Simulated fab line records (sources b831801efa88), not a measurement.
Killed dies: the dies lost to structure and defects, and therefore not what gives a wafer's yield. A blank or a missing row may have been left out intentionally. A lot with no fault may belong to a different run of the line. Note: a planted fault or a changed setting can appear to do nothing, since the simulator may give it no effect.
A struck lot beside a sound one || flow gf180mcu || 27 steps out of a route of 602
Sound: wafers L787.2, L787.4, L787.5. Struck: wafers L796.1, L796.2 (left out: L796.5, a lot-mate that was not struck); the cause follows at the end.
Order at every step that has rows: each side's tool, ch and its chambers, its first start. Under that, the readings that differ: sound wafers || struck wafers || difference of the means || sigmas: that difference in standard deviations of wafers without a fault.
alike: readings whose means differ by less than 2 such deviations, and words and numbers that are the same on both sides. not compared: withheld readings, readings that some wafer has no value for, bounds like >300 that may hide the same value, and numbers for which the record gives no deviation and whose values overlap.
A row with sigmas, a row that says differs or no value, or rows on one side alone: a step with any of these is where the two part. Numbers that don't overlap but have no deviation are shown without sigmas and don't part them. A reading that every wafer of one side lacks parts them only if that side has two wafers or more.

GF_V4_RS_MEAS_24: uses a four-point probe to measure.
  sound on filmMetro-01, day 24 12:19; struck on filmMetro-03, day 27 09:17
  alike: V4_W_RS
GF_V4_THK_MEAS_25: measures by xrf.
  sound on filmMetro-01, day 24 12:25; struck on filmMetro-03, day 27 09:24
{"reading": "V4_W_THK (nm)", "sound": "363 362 358", "struck": "341 337", "difference": -22, "sigmas": -3}
then, 1 step without rows for these wafers: GF_V4_CMP_26 (polishes, stops on SiO2, t overpolish 15 s, target thk 0 nm).
GF_MIM_SPUTTER_00: material Ti, target thk 37.5 nm, time 150 s.
  sound on pvdSputter-03, day 24 12:46; struck on pvdSputter-02, day 27 09:46
  alike: throttleValvePct
GF_MIM_SPUTTER_01: material TiN, target thk 30 nm, time 25 s.
  sound on pvdSputter-03, day 24 12:52; struck on pvdSputter-02, day 27 09:52
  alike: throttleValvePct
GF_MIM_SPUTTER_02: material AlCu, target thk 450 nm, time 23.9 s.
  sound on pvdSputter-03, day 24 12:54; struck on pvdSputter-02, day 27 09:53
  alike: throttleValvePct
then, 2 steps without rows for these wafers: GF_MIM_SPUTTER_03 (material Ti, target thk 10 nm, time 6.7 s); GF_MIM_SPUTTER_04 (material TiN, target thk 50 nm, time 41.7 s).
GF_MIM_CVD_05: deposits Si3N4, target thk 42 nm, time 29.086 s.
  sound on pecvd-01 ch 0,1, day 24 12:59; struck on pecvd-02 ch 0,1, day 27 09:59
{"reading": "heaterPowerW (W)", "sound": "809 700 819", "struck": "465 723", "difference": -182, "sigmas": -2}
GF_MIM_THK_MEAS_06:
  sound on filmMetro-02, day 24 13:02; struck on filmMetro-02, day 27 10:01
  alike: MIM_CVD_05_THK
then, 1 step without rows for these wafers: GF_MIM_SPUTTER_07 (material TiN, target thk 60 nm, time 50 s).
GF_MIM_SPUTTER_08: material AlCu, target thk 200 nm, time 10.6 s.
  sound on pvdSputter-02, day 24 13:08; struck on pvdSputter-03, day 27 10:07
  alike: throttleValvePct
GF_MIM_SPUTTER_09: material TiN, target thk 35 nm, time 29.2 s.
  sound on pvdSputter-02, day 24 13:09; struck on pvdSputter-03, day 27 10:08
{"reading": "model.TiN_of_MIM_SPUTTER_09.thkNm (nm)", "sound": "34.96 34.99 34.99", "struck": "63.04 63.17", "difference": "+28.12", "sigmas": ""}
  alike: throttleValvePct
GF_MIM_RS_MEAS_10: uses a four-point probe to measure.
  sound on filmMetro-04, day 24 13:12; struck on filmMetro-04, day 27 10:10
  alike: MIM_ALCU_RS
GF_MIM_THK_MEAS_11: measures by xrf.
  sound on filmMetro-04, day 24 13:19; struck on filmMetro-04, day 27 10:17
{"reading": "MIM_ALCU_THK (nm)", "sound": "202.2 203.2 200.5", "struck": "191.1 189.7", "difference": -11.6, "sigmas": -6}
then, 7 steps without rows for these wafers: GF_MIM_DEHYDRATE_12 (time 60 s); GF_MIM_HMDS_13 (prime time 60 s); GF_MIM_COAT_14 (resist thk 1000 nm); GF_MIM_SOFTBAKE_15 (time 60 s); GF_MIM_EXPOSE_16 (exposes mask FuseTop, target cd 2000 nm); GF_MIM_PEB_17; GF_MIM_DEVELOP_18 (develop time 60 s).
GF_MIM_METAL_ETCH_19: etches the open film in Cl2/BCl3, stops on Si3N4, target depth 324.5 nm, time 54.1 s.
  sound on rieMetal-03 ch 0,1, day 25 09:53; struck on rieMetal-03 ch 0,1, day 28 05:46
{"reading": "oesProductAu (a.u.)", "sound": "0.934 0.940 0.936", "struck": "0.994 0.980", "difference": "+0.050", "sigmas": "+9"}
{"reading": "throttleValvePct (%)", "sound": "28.278 28.285 28.287", "struck": "28.218 28.243", "difference": -0.053, "sigmas": -6}
  alike: bcl3FlowSccm, drypumpMotorCurrentA
  not compared: rfHoursCounterH
then, 1 step without rows for these wafers: GF_MIM_STRIP_20 (strips in O2/N2).
GF_MIM_STRIP_21: strips in post etch residue remover, time 1200 s.
  sound on wetBench-02 ch 2, day 25 10:03; struck on wetBench-02 ch 3, day 28 05:59
{"reading": "model.TiN_of_MIM_SPUTTER_09.thkNm (nm)", "sound": "34.54 34.56 34.57", "struck": "62.62 62.75", "difference": "+28.13", "sigmas": ""}
then, 1 step without rows for these wafers: GF_MIM_CLEAN_22 (cleans in DIW).
-- the record jumps here: 3 days lie between the struck wafers' starts before and after (it left off in module MIM and takes up again in module PASSIVATION, whose first step shown is number 602 of the route) --
GF_PASSIVATION_PROBE_99:
  record: rows for the struck wafers here (prober-02, day 31 14:18), none for the sound ones

== WHERE THEY PART ==
First at GF_V4_THK_MEAS_25; last, within this record, at GF_PASSIVATION_PROBE_99.

WHY: what had been put in by the simulator
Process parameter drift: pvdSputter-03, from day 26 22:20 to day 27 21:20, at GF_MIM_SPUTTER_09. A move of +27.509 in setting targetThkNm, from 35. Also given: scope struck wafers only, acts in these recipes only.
